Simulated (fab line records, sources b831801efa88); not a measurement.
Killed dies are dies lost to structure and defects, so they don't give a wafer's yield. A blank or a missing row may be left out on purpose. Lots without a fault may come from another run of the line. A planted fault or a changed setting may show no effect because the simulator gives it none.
A struck lot beside a sound one | flow sky130 | 44 steps out of a route of 708
Sound: wafers L896.1, L896.2, L896.4. Struck: wafers L911.3, L911.4, L911.6. The cause comes at the end.
At each step with rows: each side's tool, then ch and its chambers, then its first start. Under that, the readings that differ: sound wafers | struck wafers | difference of the means | sigmas: that difference in standard deviations of wafers without a fault.
alike: readings whose means differ by less than 2 such deviations, and words and numbers that are the same on both sides. not compared: withheld readings, readings that some wafer has no value for, bounds like >300 that may hide the same value, and numbers for which the record gives no deviation and whose values overlap.
The two part at a step that has a row with sigmas, a row that says differs or no value, or rows on one side only. Numbers that don't overlap but have no deviation are shown without sigmas and don't part them. A reading that every wafer of one side lacks parts them only if that side has two wafers or more.

first, 1 step without rows for these wafers: SKY_DNWELL_IMPLANT_07.
SKY_DNWELL_STRIP_08: strips in O2/N2.
  sound on plasma_asher-02 ch 0,1, day 3 13:07; struck on plasma_asher-01 ch 0,1, day 6 23:28
  reading                      | sound             | struck            | difference | sigmas
  strip_time_to_endpoint_s (s) | 37.27 37.19 37.20 | 37.71 37.74 37.68 | +0.49      | +4
  alike: drypump_motor_current_A, oes_product_au
  not compared: rf_hours_counter_h
SKY_DNWELL_TW_MEAS_09:
  sound on film_metro-03, day 3 13:13; struck on film_metro-01, day 6 23:32
  alike: DNWELL_TW
then, 7 steps without rows for these wafers: SKY_PWDE_DEHYDRATE_00 (time 60 s); SKY_PWDE_HMDS_01 (prime time 60 s); SKY_PWDE_COAT_02 (resist thk 3000 nm); SKY_PWDE_SOFTBAKE_03; SKY_PWDE_EXPOSE_04 (exposes mask PWDEM, target cd 840 nm); SKY_PWDE_PEB_05; SKY_PWDE_DEVELOP_06 (develop time 60 s).
SKY_PWDE_OVL_MEAS_07:
  sound on overlay-01, day 4 06:43; struck on overlay-01, day 7 18:32
  alike: PWDE_OVL
then, 1 step without rows for these wafers: SKY_PWDE_IMPLANT_08.
SKY_PWDE_STRIP_09: strips in O2/N2.
  sound on plasma_asher-02 ch 0,1, day 4 06:54; struck on plasma_asher-02 ch 0,1, day 7 18:44
  alike: drypump_motor_current_A, oes_product_au, strip_time_to_endpoint_s
  not compared: rf_hours_counter_h
SKY_PWDE_TW_MEAS_10:
  sound on film_metro-01, day 4 07:00; struck on film_metro-01, day 7 18:49
  alike: PWDE_TW
then, 7 steps without rows for these wafers: SKY_NWELL_DEHYDRATE_03 (time 60 s); SKY_NWELL_HMDS_04 (prime time 60 s); SKY_NWELL_COAT_05 (resist thk 3000 nm); SKY_NWELL_SOFTBAKE_06; SKY_NWELL_EXPOSE_07 (exposes mask NWM, target cd 840 nm); SKY_NWELL_PEB_08; SKY_NWELL_DEVELOP_09 (develop time 60 s).
SKY_NWELL_OVL_MEAS_10:
  sound on overlay-01, day 4 23:28; struck on overlay-02, day 8 14:56
  alike: NWELL_00_OVL
then, 3 steps without rows for these wafers: SKY_NWELL_IMPLANT_11; SKY_NWELL_IMPLANT_12; SKY_NWELL_IMPLANT_13.
SKY_NWELL_STRIP_14: strips in O2/N2.
  sound on plasma_asher-01 ch 0,1, day 4 23:57; struck on plasma_asher-04 ch 0,1, day 8 15:26
  alike: drypump_motor_current_A, oes_product_au, strip_time_to_endpoint_s
  not compared: rf_hours_counter_h
SKY_NWELL_TW_MEAS_15:
  sound on film_metro-01, day 5 00:03; struck on film_metro-01, day 8 15:32
  alike: NWELL_TW
then, 7 steps without rows for these wafers: SKY_NWELL_DEHYDRATE_16 (time 60 s); SKY_NWELL_HMDS_17 (prime time 60 s); SKY_NWELL_COAT_18 (resist thk 3000 nm); SKY_NWELL_SOFTBAKE_19; SKY_NWELL_EXPOSE_20 (exposes mask NWM COMPLEMENT, target cd 840 nm); SKY_NWELL_PEB_21; SKY_NWELL_DEVELOP_22 (develop time 57.51 s).
SKY_NWELL_OVL_MEAS_23:
  sound on overlay-02, day 5 17:43; struck on overlay-02, day 9 11:53
  alike: NWELL_01_OVL
then, 1 step without rows for these wafers: SKY_NWELL_IMPLANT_24.
SKY_NWELL_STRIP_25: strips in O2/N2.
  sound on plasma_asher-04 ch 0,1, day 5 17:54; struck on plasma_asher-01 ch 0,1, day 9 12:05
  reading                      | sound             | struck            | difference | sigmas
  strip_time_to_endpoint_s (s) | 37.14 37.04 36.97 | 36.78 36.84 36.92 | -0.20      | -2
  alike: drypump_motor_current_A, oes_product_au
  not compared: rf_hours_counter_h
SKY_NWELL_TW_MEAS_26:
  sound on film_metro-04, day 5 18:00; struck on film_metro-01, day 9 12:11
  alike: NWELL_2_TW
then, 1 step without rows for these wafers: SKY_NWELL_CLEAN_27 (cleans in SC1/SC2, time 150 s).
SKY_NWELL_RTA_28: time 30 s.
  sound on rtp_anneal-02 ch 0, day 5 18:07; struck on rtp_anneal-01 ch 0, day 9 12:18
  alike: lamp_power_pct, wafer_temp_C_max
SKY_NWELL_RS_MEAS_29: measures by four-point-probe.
  sound on film_metro-04, day 5 18:13; struck on film_metro-04, day 9 12:25
  alike: NWELL_RS
-- the record jumps here: 32 days lie between the struck wafers' starts before and after (it left off in module NWELL and takes up again in module VIA2, whose first step shown is number 521 of the route) --
SKY_VIA2_ETCH_14: etches BARC in N2/H2, stops on SiO2, time 45.9 s, target depth 60 nm.
  sound on rie_diel-04 ch 0,2,3, day 36 19:29; struck on rie_diel-01 ch 1,3, day 41 10:40
  reading               | sound             | struck          | difference | sigmas
  model.VIA2.cd_nm (nm) | 199.7 200.7 199.8 | 207.9 209.3 209 | +8.7       |
  alike: drypump_motor_current_A, oes_product_au, throttle_valve_pct
  not compared: rf_hours_counter_h
SKY_VIA2_ETCH_15: etches SiO2 in C4F8/O2/Ar, stops on TiN, target depth 546 nm, time 84 s.
  sound on rie_diel-04 ch 0,2,3, day 36 19:31; struck on rie_diel-01 ch 1,3, day 41 10:43
  alike: oes_product_au
  not compared: rf_hours_counter_h, model.VIA2.cd_nm
-- the record jumps here: 8 days lie between the struck wafers' starts before and after (it left off in module VIA2 and takes up again in module PAD_OPEN, whose first step shown is number 708 of the route) --
SKY_PAD_OPEN_PROBE_99:
  sound on prober-01, day 46 04:29; struck on prober-01, day 49 17:23
  reading             | sound    | struck      | difference | sigmas
  killed_at_front_end | 14 19 11 | 52 73 41    | +41        | +10
  killed_dies         | 86 74 93 | 113 137 101 | +33        | +3
  alike: killed_at_M0_to_M3, killed_at_M4_up, killed_at_contacts, killed_at_other, killed_open, killed_short
  not compared: model.etest.via2_chain.rc_ohm

WHERE THEY PART
First at SKY_DNWELL_STRIP_08; last, within this record, at SKY_PAD_OPEN_PROBE_99.

WHY: what the simulator had put in
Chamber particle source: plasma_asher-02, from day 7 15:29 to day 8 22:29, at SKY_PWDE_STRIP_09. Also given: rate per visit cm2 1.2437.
